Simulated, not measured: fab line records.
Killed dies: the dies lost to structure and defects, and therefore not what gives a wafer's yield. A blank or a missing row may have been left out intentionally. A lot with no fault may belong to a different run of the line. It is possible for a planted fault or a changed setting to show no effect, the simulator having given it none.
A struck lot beside a sound one	flow gf180mcu	13 out of 602 route steps
Sound: wafers L751.3, L751.4, L751.5. The struck wafers were L744.3, L744.5, L744.6. Last of all comes the cause.
Order at every step that has rows: each side's tool, ch and its chambers, its first start. Under that, the readings that differ: sound wafers	struck wafers	difference of the means	sigmas: that difference in standard deviations of wafers without a fault.
alike: same words and numbers on both sides, and readings whose means sit less than 2 such deviations apart. not compared: any withheld reading, any reading some wafer has no value for, any bound like >300 that may hide the same value, and any number with overlapping values for which the record gives no deviation.
The two part at a step that has a row with sigmas, a row that says differs or no value, or rows on one side only. Numbers that have no deviation but don't overlap get no sigmas and don't part them. A reading missing from all wafers of one side parts the sides only when that side holds two or more wafers.

first, 5 steps without rows for these wafers: GF_STI_WET_ETCH_17 (etches Si3N4 in H3PO4, target depth 45 nm, time 514 s); GF_STI_CLEAN_18 (cleans in SC1/SC2, time 150 s); GF_STI_CLEAN_19 (cleans in dHF, time 20 s); GF_STI_WET_ETCH_20 (etches SiO2 in dHF, target depth 20 nm, time 400 s); GF_STI_OXIDATION_21 (stabilise 600 s, purge 300 s, target thk 15 nm).
GF_STI_THK_MEAS_22:
  sound on film metro-03, day 5 03:55; struck on film metro-04, day 3 17:09
  alike: STI_OXIDATION_01_THK
then, 1 step without rows for these wafers: GF_STI_CVD_23 (deposits SiO2, target thk 650 nm, time 108.3 s).
GF_STI_THK_MEAS_24:
  sound on film metro-02, day 5 04:03; struck on film metro-03, day 3 17:17
  alike: STI_CVD_23_THK
GF_STI_CMP_25: polishes, stops on Si3N4, t overpolish 33 s, target thk 524.6 nm.
  sound on cmp-02 ch 0,1,3, day 5 04:11; struck on cmp-01 ch 1,2, day 3 17:41
  alike: motor current A, overpolish run s, slurry filter dp kPa, time to endpoint s
then, 3 steps without rows for these wafers: GF_STI_WET_ETCH_26 (etches SiO2 in dHF, target depth 94 nm, time 188 s); GF_STI_WET_ETCH_27 (etches Si3N4 in H3PO4, target depth 160 nm, time 1825 s); GF_STI_WET_ETCH_28 (etches SiO2 in dHF, target depth 20 nm, time 40 s).
GF_STI_OXIDATION_29: stabilise 600 s, purge 300 s, target thk 10 nm.
  sound on furnace-02 ch 0, day 5 05:44; struck on furnace-01, day 3 19:46
  no value came back on the struck wafers for ox temp c (C), ox temp c max, zone power top pct (%); on the sound wafers ox temp c (C) reads 900.4 899.5 899.9

WHERE THEY PART
GF_STI_OXIDATION_29 only, going by this record.

WHY: what the simulator had put in
Entire step skipped (furnace-01, GF_STI_OXIDATION_29), from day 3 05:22 onward. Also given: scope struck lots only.
